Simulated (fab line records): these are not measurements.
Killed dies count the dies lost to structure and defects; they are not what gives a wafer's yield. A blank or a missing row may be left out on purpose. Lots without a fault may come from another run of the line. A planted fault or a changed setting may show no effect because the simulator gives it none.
fab line records | flow sky130
record lots=6 | wafers=18 | lastDay=49
route steps=708 shown POLY_GATE@233 LDD_N@237 PAD_OPEN@708
lots that met no fault: taken from a fault-free run of the same line
startH: hours from the record's opening day to when the first of the lot's shown wafers began | waitH: hours from the lot's prior step to this one | " repeats the value in the row above | L1.1+2: a row that stands for several wafers | - value missing, or start not given | * or withheld: withheld | < > ~ a bound
route shown NAME@n: NAME is a module with steps in the file, n the number in the route of the first one | usual: mean/standard deviation taken from wafers without a fault | same: alike in all rows | chamber/n: place in a boat | sites: each site's reading | _std_site: standard deviation across them | _edge_site: outer sites' mean less inner sites' | radiusMm: for every site, how far away it sits from the centre of the wafer | mask NAME#n: copy n | behind: the tool/chamber that last shaped the wafer | hold: the reason the lot was held/the length of the hold in hours/how it ended | device: names the non-switching transistor (n, p or np) | end of line: tests run on the same wafers once the route is complete | where a step has no rows: the recipe by itself | killed: dies lost to structure and defects at the first sort, not the wafer's yield | map: the dies of a wafer, with x for killed, . for not killed, _ for no die there
set.NAME: the setting as run; set.NAME@STEP: as run at that earlier step | model.NAME: the simulator's own value behind a step, which no gauge read
a table for each step, a row for each wafer; lots at some steps of the route
services: from which hour (startH, from the record's first day; less than 0 if before it) a tool's chamber was out of use, for how many hours, and why
## steps
# step SKY_POLY_GATE_CLEAN_19
# recipe chemistry=SC1/SC2 | mix=1:4:20 | tempC=70 | timeS=150 | dry=n2Spin
# step SKY_POLY_GATE_OXIDATION_20
# recipe tempC=850 | ambient=O2 | stabiliseS=600 | purgeS=300 | targetThkA=40 | oxTimeS=899
# step SKY_POLY_GATE_THK_MEAS_21
# recipe reads=SiO2_of_POLY_GATE_OXIDATION_20
# usual POLY_GATE_OXIDATION_THK=3.99/0.068
lot.wafer | tool         | chamber | startH | waitH | POLY_GATE_OXIDATION_THK[nm]
L171.2    | filmMetro-02 | -       | 403.81 | 0.0   | 4.03
L171.3    | "            | -       | "      | "     | 4.00
L171.6    | "            | -       | "      | "     | 4.05
L173.1    | filmMetro-02 | -       | 430.25 | 0.0   | 3.93
L173.4    | "            | -       | "      | "     | 3.91
L173.5    | "            | -       | "      | "     | 3.92
L177.2    | filmMetro-03 | -       | 471.47 | 0.0   | 3.88
L177.3    | "            | -       | "      | "     | 3.94
L177.4    | "            | -       | "      | "     | 3.86
L180.1    | filmMetro-01 | -       | 491.32 | 0.0   | 4.05
L180.4    | "            | -       | "      | "     | 3.94
L180.6    | "            | -       | "      | "     | 3.99
L181.3    | filmMetro-01 | -       | 495.32 | 0.0   | 3.99
L181.5    | "            | -       | "      | "     | 3.95
L181.6    | "            | -       | "      | "     | 4.00
L186.3    | filmMetro-03 | -       | 541.38 | 0.1   | 4.03
L186.4    | "            | -       | "      | "     | 4.01
L186.6    | "            | -       | "      | "     | 4.03
# step SKY_POLY_GATE_CD_MEAS_22
# usual cdNm=150/3.1
lot.wafer | tool     | chamber | startH | waitH | cdNm
L171.2    | cdSem-02 | -       | 403.89 | 0.1   | 157
L171.3    | "        | -       | "      | "     | 146
L171.6    | "        | -       | "      | "     | 149
L173.1    | cdSem-02 | -       | 430.31 | 0.1   | 147
L173.4    | "        | -       | "      | "     | 147
L173.5    | "        | -       | "      | "     | 146
L177.2    | cdSem-01 | -       | 471.55 | 0.1   | 149
L177.3    | "        | -       | "      | "     | 156
L177.4    | "        | -       | "      | "     | 149
L180.1    | cdSem-02 | -       | 491.38 | 0.1   | 147
L180.4    | "        | -       | "      | "     | 153
L180.6    | "        | -       | "      | "     | 145
L181.3    | cdSem-01 | -       | 495.41 | 0.1   | 148
L181.5    | "        | -       | "      | "     | 148
L181.6    | "        | -       | "      | "     | 146
L186.3    | cdSem-02 | -       | 541.48 | 0.1   | 153
L186.4    | "        | -       | "      | "     | 152
L186.6    | "        | -       | "      | "     | 150
# step SKY_LDD_N_DEHYDRATE_00
# recipe tempC=200 | timeS=60
# step SKY_LDD_N_HMDS_01
# recipe primeTimeS=60 | primeTempC=120
# step SKY_LDD_N_COAT_02
# recipe resist=NOVOLAK | spinRpm=3000 | resistThkNm=300
# step SKY_LDD_N_SOFTBAKE_03
# recipe tempC=90 | timeS=57.73 | resist=NOVOLAK
# step SKY_LDD_N_EXPOSE_04
# recipe maskId=NTM | targetCdNm=840 | na=0.6 | sourceShape=conventional | sigmaOuter=0.6 | doseMj=110
# step SKY_LDD_N_PEB_05
# recipe tempC=withheld | timeS=* | resist=NOVOLAK
# step SKY_LDD_N_DEVELOP_06
# recipe developTimeS=60 | devTempC=23
# step SKY_LDD_N_OVL_MEAS_07
# usual LDD_N_OVL=1.4/1.4
lot.wafer | tool       | chamber | startH | waitH | LDD_N_OVL[nm]
L171.2    | overlay-01 | -       | 433.92 | 0.1   | 1.4
L171.3    | "          | -       | "      | "     | 3.2
L171.6    | "          | -       | "      | "     | 0.3
L173.1    | overlay-02 | -       | 460.96 | 0.1   | 0.1
L173.4    | "          | -       | "      | "     | 1.3
L173.5    | "          | -       | "      | "     | 1.6
L177.2    | overlay-01 | -       | 503.27 | 0.1   | 1.3
L177.3    | "          | -       | "      | "     | 1.9
L177.4    | "          | -       | "      | "     | 2.4
L180.1    | overlay-02 | -       | 522.80 | 0.1   | -0.2
L180.4    | "          | -       | "      | "     | -0.3
L180.6    | "          | -       | "      | "     | -1.0
L181.3    | overlay-01 | -       | 527.13 | 0.1   | 3.4
L181.5    | "          | -       | "      | "     | 2.5
L181.6    | "          | -       | "      | "     | 0.9
L186.3    | overlay-02 | -       | 570.38 | 0.1   | -2.1
L186.4    | "          | -       | "      | "     | -2.6
L186.6    | "          | -       | "      | "     | -2.0
# step SKY_LDD_N_IMPLANT_08
# recipe species=As | energyKev=20 | doseCm2=7.5e+13 | tiltDeg=withheld | rotationDeg=23
# usual doseIonsCm2=7.503e+13/7.9e+10 | faradayCurrentUA=422/9.1
lot.wafer | tool         | chamber | startH | waitH | doseIonsCm2 | faradayCurrentUA
L171.2    | implanter-01 | 0       | 433.98 | 0.0   | 7.518e+13   | 420
L171.3    | "            | 0       | "      | "     | 7.497e+13   | 427
L171.6    | "            | 0       | "      | "     | 7.513e+13   | 437
L173.1    | implanter-02 | 0       | 461.00 | 0.0   | 7.506e+13   | 410
L173.4    | "            | 0       | "      | "     | 7.494e+13   | 421
L173.5    | "            | 0       | "      | "     | 7.498e+13   | 427
L177.2    | implanter-03 | 0       | 503.33 | 0.0   | 7.495e+13   | 418
L177.3    | "            | 0       | "      | "     | 7.489e+13   | 424
L177.4    | "            | 0       | "      | "     | 7.507e+13   | 438
L180.1    | implanter-01 | 0       | 522.84 | 0.0   | 6.67e+13    | 375
L180.4    | "            | 0       | "      | "     | 6.691e+13   | 369
L180.6    | "            | 0       | "      | "     | 6.675e+13   | 372
L181.3    | implanter-01 | 0       | 527.20 | 0.1   | 6.682e+13   | 389
L181.5    | "            | 0       | "      | "     | 6.683e+13   | 371
L181.6    | "            | 0       | "      | "     | 6.684e+13   | 364
L186.3    | implanter-03 | 0       | 570.45 | 0.1   | 7.507e+13   | 423
L186.4    | "            | 0       | "      | "     | 7.511e+13   | 429
L186.6    | "            | 0       | "      | "     | 7.503e+13   | 430
# step SKY_LDD_N_IMPLANT_09
# recipe species=As | energyKev=20 | doseCm2=7.5e+13 | tiltDeg=withheld | rotationDeg=113
# step SKY_PAD_OPEN_PROBE_99
# usual killed_at_M0_to_M3=44/7.9 | killed_at_M4_up=3.1/2 | killedAtContacts=23/4.9 | killedAtFrontEnd=15/3.9 | killedAtOther=0.2/0.49 | killedDies=86/10 | killedOpen=47/7.1 | killedShort=39/7.1
# same grossDies=492 | killedAtBackSide=0
lot.wafer | tool      | chamber | startH  | waitH | killed_at_M0_to_M3 | killed_at_M4_up | killedAtContacts | killedAtFrontEnd | killedAtOther | killedDies | killedOpen | killedShort | model.etest.tipN.rsOhmSq
L171.2    | prober-02 | -       | 1099.64 | 0.1   | 52                 | 5               | 25               | 18               | 1             | 101        | 47         | 53          | 438.5
L171.3    | prober-02 | -       | 1099.69 | 0.2   | 35                 | 2               | 22               | 19               | 0             | 78         | 39         | 39          | 441.1
L171.6    | prober-02 | -       | 1099.84 | 0.2   | 56                 | 0               | 22               | 16               | 0             | 94         | 57         | 37          | 438.8
L173.1    | prober-02 | -       | 1111.42 | 0.1   | 52                 | 4               | 30               | 16               | 0             | 102        | 65         | 37          | 443.3
L173.4    | prober-02 | -       | 1111.57 | 0.2   | 53                 | 3               | 30               | 9                | 0             | 95         | 53         | 42          | 438
L173.5    | prober-02 | -       | 1111.62 | 0.2   | 43                 | 1               | 18               | 15               | 0             | 77         | 48         | 29          | 440.8
L177.2    | prober-02 | -       | 1142.66 | 0.1   | 53                 | 2               | 22               | 21               | 0             | 98         | 53         | 45          | 435.3
L177.3    | prober-02 | -       | 1142.71 | 0.2   | 43                 | 2               | 33               | 15               | 2             | 95         | 50         | 44          | 441.1
L177.4    | prober-02 | -       | 1142.76 | 0.2   | 34                 | 4               | 25               | 17               | 0             | 80         | 38         | 42          | 436.8
L180.1    | prober-01 | -       | 1149.81 | 0.1   | 57                 | 4               | 34               | 17               | 1             | 113        | 58         | 54          | 453.3
L180.4    | prober-01 | -       | 1149.96 | 0.2   | 42                 | 5               | 20               | 20               | 0             | 87         | 55         | 32          | 447.4
L180.6    | prober-01 | -       | 1150.06 | 0.2   | 47                 | 1               | 29               | 17               | 0             | 94         | 55         | 39          | 452.1
L181.3    | prober-02 | -       | 1157.98 | 0.2   | 40                 | 2               | 16               | 19               | 0             | 77         | 34         | 42          | 447.6
L181.5    | prober-02 | -       | 1158.08 | 0.2   | 51                 | 3               | 23               | 23               | 0             | 100        | 59         | 41          | 445.8
L181.6    | prober-02 | -       | 1158.13 | 0.2   | 38                 | 2               | 28               | 18               | 0             | 86         | 46         | 40          | 447.4
L186.3    | prober-01 | -       | 1180.29 | 0.2   | 49                 | 5               | 20               | 9                | 1             | 84         | 52         | 32          | 443.8
L186.4    | prober-01 | -       | 1180.34 | 0.2   | 48                 | 4               | 19               | 11               | 0             | 82         | 42         | 40          | 443.5
L186.6    | prober-01 | -       | 1180.44 | 0.2   | 50                 | 8               | 20               | 20               | 0             | 98         | 50         | 48          | 444.2
# killed by level:class
L171.2 VIA1:geometricParticle:open=11 METAL1:geometricParticle:short=8 VIA3:geometricParticle:open=7 LI_CONTACT:geometricParticle:open=7 VIA2:geometricParticle:open=7 POLY_GATE:geometricParticle:short=6 CONTACT:geometricParticle:short=6 CONTACT:geometricParticle:open=5
L171.3 CONTACT:geometricParticle:open=7 VIA1:geometricParticle:short=7 FIELD_ISO:geometricParticle:open=6 CONTACT:geometricParticle:short=6 VIA3:geometricParticle:open=5 FIELD_ISO:geometricParticle:short=4 VIA2:geometricParticle:short=4 METAL2:geometricParticle:short=4
L171.6 VIA1:geometricParticle:open=13 VIA3:geometricParticle:open=11 VIA1:geometricParticle:short=9 CONTACT:geometricParticle:open=8 METAL1:geometricParticle:short=7 VIA2:geometricParticle:open=7 VIA2:geometricParticle:short=6 FIELD_ISO:geometricParticle:open=5
L173.1 VIA1:geometricParticle:open=12 CONTACT:geometricParticle:open=11 VIA3:geometricParticle:open=10 VIA2:geometricParticle:open=8 LI_CONTACT:geometricParticle:open=6 VIA2:geometricParticle:short=6 FIELD_ISO:geometricParticle:open=5 LOCAL_INTERCONNECT:geometricParticle:short=5
L173.4 CONTACT:geometricParticle:open=14 VIA1:geometricParticle:open=11 VIA3:geometricParticle:open=9 METAL2:geometricParticle:short=7 VIA1:geometricParticle:short=6 LI_CONTACT:geometricParticle:open=5 LOCAL_INTERCONNECT:geometricParticle:short=5 CONTACT:geometricParticle:short=5
L173.5 VIA1:geometricParticle:open=13 CONTACT:geometricParticle:open=10 VIA3:geometricParticle:open=6 LI_CONTACT:geometricParticle:open=5 METAL2:geometricParticle:short=5 VIA2:geometricParticle:open=5 FIELD_ISO:geometricParticle:short=4 FIELD_ISO:geometricParticle:open=4
L177.2 VIA1:geometricParticle:open=10 VIA3:geometricParticle:open=8 LI_CONTACT:geometricParticle:open=7 METAL1:geometricParticle:short=7 VIA1:geometricParticle:short=7 METAL2:geometricParticle:short=7 FIELD_ISO:geometricParticle:open=6 VIA2:geometricParticle:open=6
L177.3 VIA1:geometricParticle:open=13 CONTACT:geometricParticle:open=12 CONTACT:geometricParticle:short=8 METAL2:geometricParticle:short=8 LI_CONTACT:geometricParticle:open=5 VIA3:geometricParticle:open=5 METAL1:geometricParticle:short=5 FIELD_ISO:geometricParticle:short=4
L177.4 CONTACT:geometricParticle:open=9 LI_CONTACT:geometricParticle:open=7 FIELD_ISO:geometricParticle:short=6 LI_CONTACT:geometricParticle:short=5 METAL2:geometricParticle:short=5 VIA2:geometricParticle:open=5 METAL1:geometricParticle:short=4 VIA3:geometricParticle:short=4
L180.1 VIA1:geometricParticle:open=13 VIA2:geometricParticle:open=10 LI_CONTACT:geometricParticle:open=9 CONTACT:geometricParticle:open=9 LOCAL_INTERCONNECT:geometricParticle:short=6 LI_CONTACT:geometricParticle:short=6 VIA2:geometricParticle:short=6 METAL2:geometricParticle:short=6
L180.4 VIA1:geometricParticle:open=15 CONTACT:geometricParticle:open=7 LI_CONTACT:geometricParticle:open=6 CONTACT:geometricParticle:short=6 VIA2:geometricParticle:open=6 FIELD_ISO:geometricParticle:short=5 POLY_GATE:geometricParticle:short=4 METAL2:geometricParticle:short=4
L180.6 VIA1:geometricParticle:open=16 CONTACT:geometricParticle:open=15 FIELD_ISO:geometricParticle:short=7 LI_CONTACT:geometricParticle:open=7 VIA1:geometricParticle:short=6 VIA2:geometricParticle:open=5 METAL1:geometricParticle:short=5 VIA3:geometricParticle:open=5
L181.3 VIA1:geometricParticle:open=10 POLY_GATE:geometricParticle:short=6 CONTACT:geometricParticle:open=6 FIELD_ISO:geometricParticle:short=5 METAL1:geometricParticle:short=5 LOCAL_INTERCONNECT:geometricParticle:short=5 VIA3:geometricParticle:short=5 VIA2:geometricParticle:open=4
L181.5 VIA1:geometricParticle:open=23 CONTACT:geometricParticle:open=8 VIA2:geometricParticle:open=8 POLY_GATE:geometricParticle:short=6 METAL2:geometricParticle:short=5 POLY_GATE:geometricParticle:open=4 LI_CONTACT:geometricParticle:short=4 LI_CONTACT:geometricParticle:open=4
L181.6 VIA1:geometricParticle:open=11 CONTACT:geometricParticle:open=9 LOCAL_INTERCONNECT:geometricParticle:short=7 VIA2:geometricParticle:open=6 VIA3:geometricParticle:open=5 SPACER:geometricParticle:short=5 METAL1:geometricParticle:short=5 LI_CONTACT:geometricParticle:open=4
L186.3 VIA2:geometricParticle:open=10 VIA1:geometricParticle:open=9 VIA1:geometricParticle:short=8 VIA3:geometricParticle:open=8 LI_CONTACT:geometricParticle:open=7 CONTACT:geometricParticle:open=7 VIA3:geometricParticle:short=5 FIELD_ISO:geometricParticle:open=3
L186.4 VIA1:geometricParticle:open=12 VIA1:geometricParticle:short=9 VIA3:geometricParticle:open=6 CONTACT:geometricParticle:open=6 METAL2:geometricParticle:short=5 LI_CONTACT:geometricParticle:short=5 VIA2:geometricParticle:open=4 METAL4:geometricParticle:short=4
L186.6 VIA1:geometricParticle:open=16 FIELD_ISO:geometricParticle:short=9 CONTACT:geometricParticle:open=6 VIA1:geometricParticle:short=6 VIA3:geometricParticle:open=6 METAL3:geometricParticle:short=5 LOCAL_INTERCONNECT:geometricParticle:short=5 METAL2:geometricParticle:short=5
## services
tool         | chamber | startH | hours | kind
implanter-02 | -       | 430.52 | 1.6   | repair
implanter-02 | -       | 437.27 | 3.5   | repair
implanter-03 | -       | 467.03 | 2.9   | repair
implanter-03 | -       | 467.85 | 12.9  | repair
implanter-02 | -       | 472.12 | 1.3   | repair
implanter-03 | -       | 480.49 | 2.9   | repair
implanter-03 | -       | 508.97 | 2.8   | repair
implanter-02 | -       | 511.91 | 2.9   | pm
implanter-02 | -       | 535.03 | 6.1   | pm
implanter-01 | -       | 546.55 | 6.4   | repair
## key
firstSign step=SKY_LDD_N_IMPLANT_08 | reading=doseIonsCm2 | direction=down | sigmas=99+ | usual=* | struck=*
effect step=SKY_LDD_N_IMPLANT_08 | reading=faradayCurrentUA | direction=down | sigmas=5.4 | usual=422 | struck=373
modelEffect step=SKY_PAD_OPEN_PROBE_99 | value=etest.tipN.rsOhmSq | without=441.3 | struck=448.9
metAt SKY_LDD_N_IMPLANT_08
struckWafers L180.1,L180.4,L180.6,L181.3,L181.5,L181.6
testerLeftOut L180,L181
onsetBetween 433.98 522.84
fault kind=processParameterDrift | tool=implanter-01 | chamber=- | onsetH=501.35 | steps=SKY_LDD_N_IMPLANT_08 | channel=doseCm2 | offset=* | shape=step | endH=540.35 | actsIn=* | stated=*
# testerLeftOut: of these lots the tester's yield and bins aren't shown, on N5 and GAA mostly nor the transistor test; their killed dies are dies lost to structure and defects alone, not to doping, threshold or leakage, so they don't give the yield
